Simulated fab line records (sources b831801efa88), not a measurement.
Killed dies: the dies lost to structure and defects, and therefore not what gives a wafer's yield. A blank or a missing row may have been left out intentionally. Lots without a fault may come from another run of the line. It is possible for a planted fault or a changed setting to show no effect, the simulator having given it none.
fab line records -- flow sfqLine -- part 1 of 2: steps 1 to 26 of 36
[record] lots = 5, wafers = 15, lastDay = 81
route steps=325 shown L0V@19 M0@28 I0@43
lots that met no fault: from a run of the same line without faults
startH: hours from the record's opening day to when the first of the lot's shown wafers began -- waitH: hours from the lot's prior step to this one -- " same as the row above -- L1.1+2: a single row standing in for several wafers -- - value missing, or start not given -- * or withheld: withheld -- < > ~ a bound
route shown NAME@n: names a module that has steps shown in the file, with the first one's number in the route -- usual: mean/standard deviation of fault-free wafers -- same: alike in all rows -- chamber/n: place in a boat -- sites: each site's reading -- _std_site: their standard deviation -- _edge_site: mean of outer sites minus mean of inner sites -- radiusMm: how far each site lies from the wafer's centre -- mask NAME#n: copy n -- behind: the last tool/chamber to shape the wafer -- hold: why the lot was held/for how many hours/how that ended -- device: names the non-switching transistor (n, p or np) -- end of line: tests of these same wafers at the route's end -- a step with no rows: only its recipe -- killed: dies lost to structure and defects at the first sort, not the wafer's yield -- map: shows each die of a wafer: x if killed, . if not, _ if none is there
set.NAME: setting as actually run; set.NAME@STEP: the setting as run at that earlier step -- model.NAME: the simulator's own value behind a step, which no gauge read
lots seen at some steps along the route; tables by step, rows by wafer
services: a tool's chamber out of use, with start hour (startH, from the record's first day; less than 0 if before it), hours out, and reason
[[steps]]
[step SFQ_TRILAYER_L0_VIA_LITHO_SOFTBAKE_017]
[recipe] tempC = withheld, timeS = withheld, resist = KrF
lot.wafer,tool,chamber,startH,waitH
L075.1+2+5,lithoTrack-03,0,43.03,0.2
L076.1+2+6,lithoTrack-02,0,48.34,0.2
L077.2+5+6,lithoTrack-02,0,55.55,0.2
L080.1+5+6,lithoTrack-04,0,71.90,0.2
L086.1+4+6,lithoTrack-04,0,100.89,0.2
[step SFQ_TRILAYER_L0_VIA_LITHO_EXPOSE_014]
[recipe] maskId = L0V, na = 0.6, sourceShape = conventional, sigmaOuter = 0.65, targetCdNm = 700, doseMj = 21.3
[usual] reticleTempC = 22.97/0.11
[same] na = 0.6
lot.wafer,tool,chamber,startH,waitH,mask,reticleTempC
L075.1,krfScanner-02,0,107.58,-,L0V#0,23.00
L075.2,krfScanner-02,0,107.58,-,L0V#0,22.95
L075.5,krfScanner-02,0,107.58,-,L0V#0,23.07
L076.1,krfScanner-02,0,112.38,-,L0V#0,22.90
L076.2,krfScanner-02,0,112.38,-,L0V#0,23.00
L076.6,krfScanner-02,0,112.38,-,L0V#0,22.93
L077.2,krfScanner-02,0,119.78,-,L0V#0,22.87
L077.5,krfScanner-02,0,119.78,-,L0V#0,22.97
L077.6,krfScanner-02,0,119.78,-,L0V#0,23.02
L080.1,krfScanner-02,0,142.66,-,L0V#0,22.89
L080.5,krfScanner-02,0,142.66,-,L0V#0,22.74
L080.6,krfScanner-02,0,142.66,-,L0V#0,22.84
L086.1,krfScanner-02,0,178.21,-,L0V#0,23.01
L086.4,krfScanner-02,0,178.21,-,L0V#0,22.83
L086.6,krfScanner-02,0,178.21,-,L0V#0,22.92
[step SFQ_TRILAYER_L0_VIA_LITHO_PEB_016]
[recipe] pebTempC = 115, pebTimeS = 60, resist = KrF
[usual] plateTempC = 115.03/0.13
lot.wafer,tool,chamber,startH,waitH,plateTempC
L075.1,lithoTrack-02,0,108.78,1.0,115.04
L075.2,lithoTrack-02,0,108.78,1.0,115.02
L075.5,lithoTrack-02,0,108.78,1.0,115.02
L076.1,lithoTrack-04,0,113.58,1.0,114.94
L076.2,lithoTrack-04,0,113.58,1.0,114.87
L076.6,lithoTrack-04,0,113.58,1.0,114.97
L077.2,lithoTrack-02,0,120.80,0.8,114.96
L077.5,lithoTrack-02,0,120.80,0.8,114.89
L077.6,lithoTrack-02,0,120.80,0.8,115.08
L080.1,lithoTrack-03,0,143.86,1.0,115.14
L080.5,lithoTrack-03,0,143.86,1.0,115.12
L080.6,lithoTrack-03,0,143.86,1.0,114.95
L086.1,lithoTrack-04,0,179.41,1.0,115.16
L086.4,lithoTrack-04,0,179.41,1.0,114.95
L086.6,lithoTrack-04,0,179.41,1.0,115.00
[step SFQ_TRILAYER_L0_VIA_LITHO_DEVELOP_015]
[recipe] timeS = 60, resist = KrF
lot.wafer,tool,chamber,startH,waitH
L075.1+2+5,lithoTrack-02,0,108.93,0.1
L076.1+2+6,lithoTrack-04,0,113.73,0.1
L077.2+5+6,lithoTrack-02,0,120.95,0.1
L080.1+5+6,lithoTrack-03,0,144.01,0.1
L086.1+4+6,lithoTrack-04,0,179.56,0.1
[step SFQ_L0V_OVL_MEAS_903]
[usual] L0V_OVL = -1/4.9
lot.wafer,tool,chamber,startH,waitH,L0V_OVL[nm]
L075.1,overlay-02,-,109.08,0.1,-4
L075.2,overlay-02,-,109.08,0.1,-5
L075.5,overlay-02,-,109.08,0.1,0
L076.1,overlay-01,-,113.88,0.1,-1
L076.2,overlay-01,-,113.88,0.1,1
L076.6,overlay-01,-,113.88,0.1,3
L077.2,overlay-01,-,121.08,0.1,-8
L077.5,overlay-01,-,121.08,0.1,2
L077.6,overlay-01,-,121.08,0.1,-4
L080.1,overlay-01,-,144.16,0.1,-1
L080.5,overlay-01,-,144.16,0.1,-1
L080.6,overlay-01,-,144.16,0.1,-7
L086.1,overlay-02,-,179.71,0.1,0
L086.4,overlay-02,-,179.71,0.1,3
L086.6,overlay-02,-,179.71,0.1,0
[step SFQ_TRILAYER_L0_VIA_BARC_OPEN_VIA_ETCH_021]
[recipe] maskMaterial = PR, chemistry = O2, targetDepthNm = 125, target = BARC, sourceW = 500, biasW = 80, pressureMtorr = 30, timeS = 41.7
[usual] biasW = 79.98/0.23, drypumpMotorCurrentA = 5.9/0.32, oesProductAu = 0.685/0.0043
lot.wafer,tool,chamber,startH,waitH,biasW,drypumpMotorCurrentA,oesProductAu,rfHoursCounterH
L075.1,rieDiel-02,0,109.11,0.0,79.58,5.6,0.685,137
L075.2,rieDiel-02,1,109.11,0.0,80.13,6.0,0.688,154
L075.5,rieDiel-02,3,109.11,0.0,80.17,6.4,0.681,-
L076.1,rieDiel-03,1,113.91,0.0,79.64,5.6,0.684,6
L076.2,rieDiel-03,3,113.91,0.0,80.33,6.1,0.695,61
L076.6,rieDiel-03,1,113.91,0.0,79.95,5.6,0.681,-
L077.2,rieDiel-03,0,121.11,0.0,80.37,6.0,0.687,50
L077.5,rieDiel-03,2,121.11,0.0,80.43,6.2,0.681,-
L077.6,rieDiel-03,3,121.11,0.0,80.26,6.1,0.681,-
L080.1,rieDiel-03,3,144.19,0.0,79.93,6.1,0.685,62
L080.5,rieDiel-03,3,144.19,0.0,80.15,6.1,0.687,-
L080.6,rieDiel-03,2,144.19,0.0,80.08,6.3,0.689,-
L086.1,rieDiel-03,1,179.74,0.0,79.98,5.6,0.682,7
L086.4,rieDiel-03,0,179.74,0.0,80.33,6.0,0.681,50
L086.6,rieDiel-03,2,179.74,0.0,80.15,6.3,0.686,-
[step SFQ_TRILAYER_L0_VIA_ETCH_VIA_ETCH_016]
[recipe] target = SiO2, stopOn = MoNx_KI, maskMaterial = PR, chemistry = CHF3, targetDepthNm = 80, sourceW = 500, biasW = 80, pressureMtorr = 30, timeS = withheld
[usual] biasW = 79.99/0.24, drypumpMotorCurrentA = 5.9/0.32, oesProductAu = 0.843/0.0077
lot.wafer,tool,chamber,startH,waitH,biasW,drypumpMotorCurrentA,oesProductAu
L075.1,rieDiel-02,0,109.15,0.0,79.98,5.6,0.845
L075.2,rieDiel-02,1,109.15,0.0,79.90,6.0,0.838
L075.5,rieDiel-02,3,109.15,0.0,79.79,6.5,0.855
L076.1,rieDiel-03,1,113.95,0.0,80.19,5.6,0.826
L076.2,rieDiel-03,3,113.95,0.0,80.43,6.1,0.841
L076.6,rieDiel-03,1,113.95,0.0,80.37,5.5,0.845
L077.2,rieDiel-03,0,121.15,0.0,79.67,6.0,0.847
L077.5,rieDiel-03,2,121.15,0.0,79.89,6.3,0.855
L077.6,rieDiel-03,3,121.15,0.0,79.88,6.1,0.848
L080.1,rieDiel-03,3,144.23,0.0,79.90,6.1,0.843
L080.5,rieDiel-03,3,144.23,0.0,79.79,6.1,0.849
L080.6,rieDiel-03,2,144.23,0.0,80.19,6.2,0.841
L086.1,rieDiel-03,1,179.78,0.0,79.95,5.6,0.846
L086.4,rieDiel-03,0,179.78,0.0,79.55,5.9,0.850
L086.6,rieDiel-03,2,179.78,0.0,80.34,6.2,0.856
[step SFQ_TRILAYER_L0_VIA_STRIP_STRIP_017]
[recipe] gas = O2, powerW = 200, platenTempC = 40, overashFraction = 0.65, chemistry = O2, pressureMtorr = 50
[usual] drypumpMotorCurrentA = 5.3/0.32, oesProductAu = 1.002/0.0093
lot.wafer,tool,chamber,startH,waitH,drypumpMotorCurrentA,oesProductAu,rfHoursCounterH
L075.1,rieMetal-02,0,109.20,-,5.3,1.005,38
L075.2,rieMetal-02,1,109.20,-,5.3,0.992,88
L075.5,rieMetal-02,0,109.20,-,5.3,0.999,-
L076.1,rieMetal-03,0,114.00,-,4.8,1.013,163
L076.2,rieMetal-03,1,114.00,-,5.7,1.015,11
L076.6,rieMetal-03,1,114.00,-,5.7,1.022,-
L077.2,rieMetal-03,0,121.20,-,4.8,1.011,164
L077.5,rieMetal-03,1,121.20,-,5.7,1.009,-
L077.6,rieMetal-03,0,121.20,-,4.8,0.997,-
L080.1,rieMetal-03,1,144.28,-,5.8,1.015,16
L080.5,rieMetal-03,1,144.28,-,5.8,1.008,-
L080.6,rieMetal-03,0,144.28,-,4.8,1.006,-
L086.1,rieMetal-03,1,179.83,-,5.8,1.010,22
L086.4,rieMetal-03,1,179.83,-,5.8,1.000,-
L086.6,rieMetal-03,1,179.83,-,5.7,1.018,-
[step SFQ_TRILAYER_L0_VIA_STRIP_SOLV_CLEAN_018]
[recipe] chemistry = NMP, tempC = 70, timeS = 600
lot.wafer,tool,chamber,startH,waitH
L075.1+2+5,wetBench-04,"4,6,5",109.80,0.4
L076.1+2+6,wetBench-04,"6,0,5",114.60,0.4
L077.2+5+6,wetBench-04,"7,0,1",121.80,0.4
L080.1+5+6,wetBench-02,"5,2,4",144.88,0.4
L086.1+4+6,wetBench-04,"7,0,2",180.43,0.4
[step SFQ_TRILAYER_M0_DEP_PRE_CLEAN_020]
[recipe] gas = Ar, timeS = 15, biasV = 250
lot.wafer,tool,chamber,startH,waitH
L075.1+2+5,pvdSputter-03,-,109.97,0.0
L076.1+2+6,pvdSputter-04,-,114.77,0.0
L077.2+5+6,pvdSputter-03,-,121.97,0.0
L080.1+5+6,pvdSputter-05,-,145.06,0.0
L086.1+4+6,pvdSputter-04,-,180.61,0.0
[step SFQ_TRILAYER_M0_DEP_SPUTTER_019]
[recipe] material = Nb, basePressurePa = 1.33e-06, chamberPressurePa = 0.1333, substrateTempC = 20, resputterCathodeVoltageV = 400, targetThkNm = 200, powerW = 1958, timeS = 133.3
[usual] resputterCathodeVoltageV = 399/4, throttleValvePct = 30.0/0.85
lot.wafer,tool,chamber,startH,waitH,resputterCathodeVoltageV,throttleValvePct
L075.1,pvdSputter-03,-,110.00,0.0,398,29.6
L075.2,pvdSputter-03,-,110.00,0.0,398,28.7
L075.5,pvdSputter-03,-,110.00,0.0,395,30.4
L076.1,pvdSputter-04,-,114.80,0.0,407,30.9
L076.2,pvdSputter-04,-,114.80,0.0,405,28.7
L076.6,pvdSputter-04,-,114.80,0.0,404,28.0
L077.2,pvdSputter-03,-,122.00,0.0,399,29.6
L077.5,pvdSputter-03,-,122.00,0.0,407,28.8
L077.6,pvdSputter-03,-,122.00,0.0,396,29.9
L080.1,pvdSputter-05,-,145.08,0.0,403,30.4
L080.5,pvdSputter-05,-,145.08,0.0,398,28.5
L080.6,pvdSputter-05,-,145.08,0.0,400,30.3
L086.1,pvdSputter-04,-,180.63,0.0,391,30.6
L086.4,pvdSputter-04,-,180.63,0.0,396,28.6
L086.6,pvdSputter-04,-,180.63,0.0,398,30.4
[step SFQ_M0_RS_MEAS_904]
[recipe] thkMeasGauge = four-point-probe, reads = Nb_of_TRILAYER_M0_DEP_SPUTTER_019
[usual] M0_NB_RS = 0.911/0.0088
lot.wafer,tool,chamber,startH,waitH,M0_NB_RS[ohm/sq]
L075.1,filmMetro-02,-,110.09,0.0,0.901
L075.2,filmMetro-02,-,110.09,0.0,0.897
L075.5,filmMetro-02,-,110.09,0.0,0.901
L076.1,filmMetro-04,-,114.89,0.0,0.906
L076.2,filmMetro-04,-,114.89,0.0,0.917
L076.6,filmMetro-04,-,114.89,0.0,0.915
L077.2,filmMetro-04,-,122.11,0.1,0.917
L077.5,filmMetro-04,-,122.11,0.1,0.908
L077.6,filmMetro-04,-,122.11,0.1,0.909
L080.1,filmMetro-04,-,145.17,0.0,0.920
L080.5,filmMetro-04,-,145.17,0.0,0.912
L080.6,filmMetro-04,-,145.17,0.0,0.903
L086.1,filmMetro-04,-,180.72,0.0,0.892
L086.4,filmMetro-04,-,180.72,0.0,0.905
L086.6,filmMetro-04,-,180.72,0.0,0.900
[step SFQ_TRILAYER_M0_LITHO_COAT_026]
[recipe] resist = BARC, spinRpm = 3000, resistThkNm = 62
lot.wafer,tool,chamber,startH,waitH
L075.1+2+5,lithoTrack-02,0,110.27,0.1
L076.1+2+6,lithoTrack-01,0,115.07,0.1
L077.2+5+6,lithoTrack-03,0,122.32,0.1
L080.1+5+6,lithoTrack-01,0,145.35,0.1
L086.1+4+6,lithoTrack-01,0,180.90,0.1
[step SFQ_TRILAYER_M0_LITHO_COAT_021]
[recipe] resist = KrF, spinRpm = 3000, resistThkNm = 600
lot.wafer,tool,chamber,startH,waitH
L075.1+2+5,lithoTrack-02,0,110.57,0.2
L076.1+2+6,lithoTrack-01,0,115.37,0.2
L077.2+5+6,lithoTrack-03,0,122.62,0.2
L080.1+5+6,lithoTrack-01,0,145.65,0.2
L086.1+4+6,lithoTrack-01,0,181.20,0.2
[step SFQ_TRILAYER_M0_LITHO_SOFTBAKE_025]
[recipe] tempC = withheld, timeS = withheld, resist = KrF
lot.wafer,tool,chamber,startH,waitH
L075.1+2+5,lithoTrack-02,0,110.87,0.2
L076.1+2+6,lithoTrack-01,0,115.67,0.2
L077.2+5+6,lithoTrack-03,0,122.89,0.2
L080.1+5+6,lithoTrack-01,0,145.95,0.2
L086.1+4+6,lithoTrack-01,0,181.50,0.2
[step SFQ_TRILAYER_M0_LITHO_EXPOSE_022]
[recipe] maskId = M0, na = 0.6, sourceShape = conventional, sigmaOuter = 0.65, targetCdNm = 500, doseMj = 14.55
[usual] reticleTempC = 22.99/0.11
[same] na = 0.6
lot.wafer,tool,chamber,startH,waitH,mask,reticleTempC
L075.1,krfScanner-02,0,187.81,-,M0#0,22.97
L075.2,krfScanner-02,0,187.81,-,M0#0,22.97
L075.5,krfScanner-02,0,187.81,-,M0#0,22.94
L076.1,krfScanner-02,0,193.81,-,M0#0,23.04
L076.2,krfScanner-02,0,193.81,-,M0#0,22.91
L076.6,krfScanner-02,0,193.81,-,M0#0,22.88
L077.2,krfScanner-02,0,200.01,-,M0#0,22.95
L077.5,krfScanner-02,0,200.01,-,M0#0,22.99
L077.6,krfScanner-02,0,200.01,-,M0#0,23.16
L080.1,krfScanner-02,0,230.81,-,M0#0,23.20
L080.5,krfScanner-02,0,230.81,-,M0#0,23.12
L080.6,krfScanner-02,0,230.81,-,M0#0,23.12
L086.1,krfScanner-02,0,270.41,-,M0#0,23.13
L086.4,krfScanner-02,0,270.41,-,M0#0,23.09
L086.6,krfScanner-02,0,270.41,-,M0#0,23.18
[step SFQ_TRILAYER_M0_LITHO_PEB_024]
[recipe] pebTempC = 115, pebTimeS = 60, resist = KrF
[usual] plateTempC = 114.99/0.14
lot.wafer,tool,chamber,startH,waitH,plateTempC
L075.1,lithoTrack-02,0,189.01,1.0,115.06
L075.2,lithoTrack-02,0,189.01,1.0,115.09
L075.5,lithoTrack-02,0,189.01,1.0,115.14
L076.1,lithoTrack-02,0,195.01,1.0,115.01
L076.2,lithoTrack-02,0,195.01,1.0,115.02
L076.6,lithoTrack-02,0,195.01,1.0,114.90
L077.2,lithoTrack-03,0,201.03,0.8,115.06
L077.5,lithoTrack-03,0,201.03,0.8,115.02
L077.6,lithoTrack-03,0,201.03,0.8,114.97
L080.1,lithoTrack-01,0,232.01,1.0,114.72
L080.5,lithoTrack-01,0,232.01,1.0,114.98
L080.6,lithoTrack-01,0,232.01,1.0,114.94
L086.1,lithoTrack-01,0,271.61,1.0,114.89
L086.4,lithoTrack-01,0,271.61,1.0,114.82
L086.6,lithoTrack-01,0,271.61,1.0,114.87
[step SFQ_TRILAYER_M0_LITHO_DEVELOP_023]
[recipe] timeS = 60, resist = KrF
lot.wafer,tool,chamber,startH,waitH
L075.1+2+5,lithoTrack-02,0,189.16,0.1
L076.1+2+6,lithoTrack-02,0,195.16,0.1
L077.2+5+6,lithoTrack-03,0,201.18,0.1
L080.1+5+6,lithoTrack-01,0,232.16,0.1
L086.1+4+6,lithoTrack-01,0,271.76,0.1
[step SFQ_M0_OVL_MEAS_906]
[usual] M0_OVL = 2/4.9
lot.wafer,tool,chamber,startH,waitH,M0_OVL[nm]
L075.1,overlay-02,-,189.31,0.1,-6
L075.2,overlay-02,-,189.31,0.1,-4
L075.5,overlay-02,-,189.31,0.1,-5
L076.1,overlay-02,-,195.31,0.1,-2
L076.2,overlay-02,-,195.31,0.1,-2
L076.6,overlay-02,-,195.31,0.1,-4
L077.2,overlay-01,-,201.31,0.1,6
L077.5,overlay-01,-,201.31,0.1,-2
L077.6,overlay-01,-,201.31,0.1,6
L080.1,overlay-01,-,232.31,0.1,5
L080.5,overlay-01,-,232.31,0.1,4
L080.6,overlay-01,-,232.31,0.1,1
L086.1,overlay-02,-,271.91,0.1,-1
L086.4,overlay-02,-,271.91,0.1,-6
L086.6,overlay-02,-,271.91,0.1,-9
[step SFQ_TRILAYER_M0_BARC_OPEN_METAL_ETCH_031]
[recipe] maskMaterial = PR, chemistry = O2, targetDepthNm = 125, target = BARC, icpW = 600, biasW = 80, pressureMtorr = 10, timeS = 41.7
[usual] biasW = 80.01/0.24, drypumpMotorCurrentA = 5.29/0.16, oesProductAu = 0.685/0.0043
lot.wafer,tool,chamber,startH,waitH,biasW,drypumpMotorCurrentA,oesProductAu,rfHoursCounterH
L075.1,rieMetal-02,1,189.34,0.0,79.97,5.28,0.685,102
L075.2,rieMetal-02,0,189.34,0.0,80.33,5.30,0.690,52
L075.5,rieMetal-02,0,189.34,0.0,79.97,5.30,0.686,-
L076.1,rieMetal-04,1,195.34,0.0,80.09,5.45,0.687,149
L076.2,rieMetal-04,0,195.34,0.0,79.86,5.04,0.687,111
L076.6,rieMetal-04,0,195.34,0.0,79.96,5.03,0.679,-
L077.2,rieMetal-04,1,201.34,0.0,80.35,5.44,0.688,150
L077.5,rieMetal-04,1,201.34,0.0,80.07,5.44,0.678,-
L077.6,rieMetal-04,0,201.34,0.0,79.85,5.01,0.681,-
L080.1,rieMetal-02,1,232.34,0.0,80.03,5.28,0.683,108
L080.5,rieMetal-02,0,232.34,0.0,79.99,5.29,0.691,-
L080.6,rieMetal-02,1,232.34,0.0,79.98,5.24,0.685,-
L086.1,rieMetal-02,1,271.94,0.0,79.96,5.27,0.685,116
L086.4,rieMetal-02,1,271.94,0.0,79.77,5.26,0.688,-
L086.6,rieMetal-02,0,271.94,0.0,80.42,5.29,0.691,-
[step SFQ_TRILAYER_M0_ETCH_METAL_ETCH_024]
[recipe] target = Nb, stopOn = SiO2, maskMaterial = PR, chemistry = Cl2/Ar, targetDepthNm = 240, icpW = 600, biasW = 80, pressureMtorr = 10, timeS = 120
[usual] biasW = 79.98/0.25, drypumpMotorCurrentA = 5.29/0.16, oesProductAu = 0.884/0.0066
lot.wafer,tool,chamber,startH,waitH,biasW,drypumpMotorCurrentA,oesProductAu,rfHoursCounterH
L075.1,rieMetal-02,1,189.40,0.0,80.23,5.26,0.878,102
L075.2,rieMetal-02,0,189.40,0.0,79.92,5.30,0.893,52
L075.5,rieMetal-02,0,189.40,0.0,80.21,5.29,0.887,-
L076.1,rieMetal-04,1,195.42,0.1,80.41,5.47,0.886,149
L076.2,rieMetal-04,0,195.42,0.1,80.33,5.04,0.884,111
L076.6,rieMetal-04,0,195.42,0.1,79.89,5.02,0.881,-
L077.2,rieMetal-04,1,201.42,0.1,80.67,5.47,0.872,150
L077.5,rieMetal-04,1,201.42,0.1,80.14,5.43,0.885,-
L077.6,rieMetal-04,0,201.42,0.1,79.87,5.01,0.886,-
L080.1,rieMetal-02,1,232.40,0.0,79.99,5.27,0.873,108
L080.5,rieMetal-02,0,232.40,0.0,80.00,5.29,0.878,-
L080.6,rieMetal-02,1,232.40,0.0,80.11,5.29,0.884,-
L086.1,rieMetal-02,1,272.00,0.0,80.19,5.25,0.899,116
L086.4,rieMetal-02,1,272.00,0.0,80.34,5.28,0.888,-
L086.6,rieMetal-02,0,272.00,0.0,79.90,5.29,0.892,-
[step SFQ_TRILAYER_M0_STRIP_STRIP_025]
[recipe] gas = O2, powerW = 200, platenTempC = 40, overashFraction = 0.65, chemistry = O2, pressureMtorr = 50
[usual] drypumpMotorCurrentA = 5.28/0.16, oesProductAu = 0.998/0.0078
lot.wafer,tool,chamber,startH,waitH,drypumpMotorCurrentA,oesProductAu,rfHoursCounterH
L075.1,rieMetal-02,1,189.53,0.1,5.26,0.990,102
L075.2,rieMetal-02,0,189.53,0.1,5.29,0.993,52
L075.5,rieMetal-02,0,189.53,0.1,5.29,0.996,-
L076.1,rieMetal-04,1,195.59,0.1,5.44,0.997,149
L076.2,rieMetal-04,0,195.59,0.1,5.04,1.009,111
L076.6,rieMetal-04,0,195.59,0.1,5.03,1.018,-
L077.2,rieMetal-04,1,201.59,0.1,5.45,1.006,150
L077.5,rieMetal-04,1,201.59,0.1,5.43,0.984,-
L077.6,rieMetal-04,0,201.59,0.1,5.02,1.003,-
L080.1,rieMetal-02,1,232.53,0.1,5.28,1.000,109
L080.5,rieMetal-02,0,232.53,0.1,5.27,0.992,-
L080.6,rieMetal-02,1,232.53,0.1,5.28,0.987,-
L086.1,rieMetal-02,1,272.13,0.1,5.27,1.002,116
L086.4,rieMetal-02,1,272.13,0.1,5.25,0.993,-
L086.6,rieMetal-02,0,272.13,0.1,5.27,0.984,-
[step SFQ_TRILAYER_M0_STRIP_SOLV_CLEAN_026]
[recipe] chemistry = NMP, tempC = 70, timeS = 600
lot.wafer,tool,chamber,startH,waitH
L075.1+2+5,wetBench-03,"6,2,3",190.13,0.4
L076.1+2+6,wetBench-01,"1,7,2",196.39,0.5
L077.2+5+6,wetBench-01,"0,6,1",202.39,0.5
L080.1+5+6,wetBench-01,"3,7,0",233.13,0.4
L086.1+4+6,wetBench-02,"7,6,2",272.73,0.4
[step SFQ_TRILAYER_I0_DEP_PECVD_027]
[recipe] material = SiO2, tempC = 150, timeS = 111.11, pressureTorr = 2.4, rfW = 183.3, precursor = SiH4/N2O, targetThkNm = 500
[usual] heaterPowerOuterW = 29/8.7, heaterPowerW = 78/13, throttleValvePct = 25.3/0.99
lot.wafer,tool,chamber,startH,waitH,heaterPowerOuterW,heaterPowerW,throttleValvePct
L075.1,pecvd-04,2,190.30,0.0,24,70,23.4
L075.2,pecvd-04,0,190.30,0.0,31,82,23.7
L075.5,pecvd-04,2,190.30,0.0,25,71,23.3
L076.1,pecvd-04,1,196.57,0.0,57,122,23.8
L076.2,pecvd-04,0,196.57,0.0,29,80,23.7
L076.6,pecvd-04,2,196.57,0.0,19,63,23.1
L077.2,pecvd-03,2,202.57,0.0,34,90,26.1
L077.5,pecvd-03,1,202.57,0.0,26,74,24.7
L077.6,pecvd-03,2,202.57,0.0,24,72,26.1
L080.1,pecvd-03,0,233.30,0.0,15,63,25.0
L080.5,pecvd-03,2,233.30,0.0,24,73,25.9
L080.6,pecvd-03,0,233.30,0.0,18,66,25.2
L086.1,pecvd-01,0,272.90,0.0,28,73,25.7
L086.4,pecvd-01,1,272.90,0.0,34,87,26.4
L086.6,pecvd-01,0,272.90,0.0,29,74,25.8
[step SFQ_TRILAYER_I0_CMP_CMP_028]
[recipe] material = SiO2, downForcePsi = 3, platenRpm = 60, padVelocityMS = 0.94248
[usual] motorCurrentA = 9.4/0.71, slurryFlowMlMin = 150.0/0.48, timeToEndpointS = 215/7.1
lot.wafer,tool,chamber,startH,waitH,motorCurrentA,slurryFlowMlMin,timeToEndpointS
L075.2,cmp-02,0,191.53,1.2,8.8,150.2,206
L075.1,cmp-02,1,191.53,1.2,9.3,150.5,207
L075.5,cmp-02,1,194.03,3.7,9.2,150.0,205
L076.1,cmp-02,0,200.53,3.9,9.3,149.2,205
L076.2,cmp-02,2,201.53,4.9,8.7,149.9,202
L076.6,cmp-02,0,202.53,5.9,9.0,150.4,212
L077.2,cmp-01,3,205.16,2.6,10.9,151.0,222
L077.5,cmp-01,3,207.16,4.5,10.9,150.2,224
L077.6,cmp-01,0,207.16,4.5,8.9,150.6,222
L080.1,cmp-01,1,236.68,3.3,9.5,149.7,215
L080.6,cmp-01,2,236.68,3.3,9.7,150.0,211
L080.5,cmp-01,3,236.68,3.3,10.9,150.1,217
L086.1,cmp-01,1,288.74,15.8,10.0,150.4,217
L086.4,cmp-01,2,288.74,15.8,9.9,149.6,225
L086.6,cmp-01,0,290.24,17.3,8.7,149.9,217
[step SFQ_I0_BOW_MEAS_907]
[recipe] mode = bow
[usual] I0_BOW = 1/7.2
lot.wafer,tool,chamber,startH,waitH,I0_BOW[um]
L075.1,filmMetro-03,-,194.53,2.0,0
L075.2,filmMetro-03,-,194.53,2.0,-6
L075.5,filmMetro-03,-,194.53,2.0,-1
L076.1,filmMetro-01,-,203.53,2.5,0
L076.2,filmMetro-01,-,203.53,2.5,0
L076.6,filmMetro-01,-,203.53,2.5,4
L077.2,filmMetro-03,-,208.18,2.5,-6
L077.5,filmMetro-03,-,208.18,2.5,-8
L077.6,filmMetro-03,-,208.18,2.5,-16
L080.1,filmMetro-04,-,238.18,1.0,-14
L080.5,filmMetro-04,-,238.18,1.0,-16
L080.6,filmMetro-04,-,238.18,1.0,3
L086.1,filmMetro-03,-,290.74,1.5,9
L086.4,filmMetro-03,-,290.74,1.5,0
L086.6,filmMetro-03,-,290.74,1.5,14
